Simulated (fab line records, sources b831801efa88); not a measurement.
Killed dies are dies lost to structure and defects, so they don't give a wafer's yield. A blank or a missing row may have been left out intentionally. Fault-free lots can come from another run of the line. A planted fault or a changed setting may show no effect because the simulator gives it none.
Comparing a struck lot with a sound one | flow sky130 | 16 steps out of a route of 708
Sound: these wafers, L883.1, L883.4, L883.6. The struck wafers were L876.1, L876.4. The cause comes at the end.
Per side, at each step with rows, come the tool, then ch with its chambers, and then its first start. Under that, the readings that differ: sound wafers | struck wafers | difference of the means | sigmas: that difference in standard deviations of wafers without a fault.
alike: readings whose means differ by less than 2 such deviations, and words and numbers that are the same on both sides. not compared: withheld readings, readings that some wafer has no value for, bounds like >300 that may hide the same value, and numbers for which the record gives no deviation and whose values overlap.
Wherever a step has rows on one side only, a row that says differs or no value, or a row with sigmas, the two part there. Numbers that have no deviation but don't overlap get no sigmas and don't part them. Lack of a reading on every wafer of one side parts them only where that side has two or more wafers.

first, 7 steps without rows for these wafers: SKY_METAL3_HMDS_06 (prime time 60 s); SKY_METAL3_COAT_07 (resist thk 60 nm); SKY_METAL3_COAT_08 (resist thk 1140 nm); SKY_METAL3_SOFTBAKE_09 (time 90 s); SKY_METAL3_EXPOSE_10 (exposes mask MM3, target cd 300 nm); SKY_METAL3_PEB_11; SKY_METAL3_DEVELOP_12 (develop time 60 s).
SKY_METAL3_CD_MEAS_13 targets a cd of 300 nm.
  sound on cd_sem-02, day 44 04:35; struck on cd_sem-01, day 42 08:29
  alike: cd_nm
SKY_METAL3_OVL_MEAS_14:
  sound on overlay-02, day 44 04:42; struck on overlay-02, day 42 08:37
  alike: METAL3_OVL
SKY_METAL3_DESCUM_15: chemistry O2, time 8 s.
  sound on rie_metal-04 ch 0,1, day 44 04:44; struck on rie_metal-04 ch 0,1, day 42 08:39
  alike: drypump_motor_current_A, he_backside_leak_sccm, oes_product_au, temp_c
  not compared: rf_hours_counter_h
SKY_METAL3_ETCH_16: etches BARC in N2/H2, stops on SiO2, time 88.2 s, target depth 60 nm.
  sound on rie_metal-04 ch 0,1, day 44 04:46; struck on rie_metal-04 ch 0,1, day 42 08:41
  alike: bias_w, drypump_motor_current_A, he_backside_leak_sccm, oes_product_au, throttle_valve_pct
  not compared: rf_hours_counter_h
SKY_METAL3_ETCH_17: etches SiO2 in C4F8/O2/Ar, stops on TiN, time 3.9 s, target depth 15 nm.
  sound on rie_diel-04 ch 0,2, day 44 04:52; struck on rie_diel-04 ch 1,3, day 42 08:47
  alike: bias_w, oes_product_au
SKY_METAL3_METAL_ETCH_18: etches the open film in Cl2/BCl3, stops on SiO2, target depth 845 nm, time 183.1 s.
  sound on rie_metal-03 ch 0,1, day 44 04:53; struck on rie_metal-01 ch 0,1, day 42 08:47
  reading                                       | sound             | struck      | difference | sigmas
  oes_product_au (a.u.)                         | 0.868 0.870 0.870 | 0.860 0.854 | -0.012     | -2
  model.KrF-thick_of_METAL3_COAT_08.thk_nm (nm) | 531.1 535.8 537.4 | 602.3 602   | +67.4      |
  model.METAL3.cd_nm (nm)                       | 296.6 295.4 298.9 | 305.6 303.6 | +7.6       |
  model.SiO2_of_VIA2_HDPCVD_00.thk_nm (nm)      | 465.7 466 465.5   | 469.8 469.3 | +3.8       |
  alike: bias_w, drypump_motor_current_A, he_backside_leak_sccm, throttle_valve_pct
  not compared: rf_hours_counter_h
SKY_METAL3_STRIP_19: strips in O2/N2.
  sound on plasma_asher-02 ch 0,1, day 44 05:04; struck on plasma_asher-03 ch 0,1, day 42 08:58
  reading                      | sound             | struck      | difference | sigmas
  oes_product_au (a.u.)        | 0.508 0.507 0.502 | 0.531 0.526 | +0.023     | +5
  strip_time_to_endpoint_s (s) | 6.59 6.63 6.63    | 7.28 7.28   | +0.66      | +11
  alike: drypump_motor_current_A
  not compared: rf_hours_counter_h
then, 1 step without rows for these wafers: SKY_METAL3_STRIP_20 (strips in post etch residue remover, time 1200 s).
-- the record jumps here: 7 days lie between the struck wafers' starts before and after (it left off in module METAL3 and takes up again in module PAD_OPEN, whose first step shown is number 708 of the route) --
SKY_PAD_OPEN_PROBE_99:
  sound on prober-01, day 50 07:55; struck on prober-01, day 48 23:52
  reading                        | sound             | struck  | difference | sigmas
  model.etest.met3.width_nm (nm) | 294.5 296.1 300.2 | 304 303 | +7         |
  not compared: model.etest.met3.line_ohm_um

== WHERE THEY PART ==
Last at SKY_METAL3_STRIP_19 as far as this record goes, first at SKY_METAL3_METAL_ETCH_18.

WHY: what had been put in by the simulator
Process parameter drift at SKY_METAL3_METAL_ETCH_18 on rie_metal-01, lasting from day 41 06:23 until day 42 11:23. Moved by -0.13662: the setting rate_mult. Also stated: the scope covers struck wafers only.
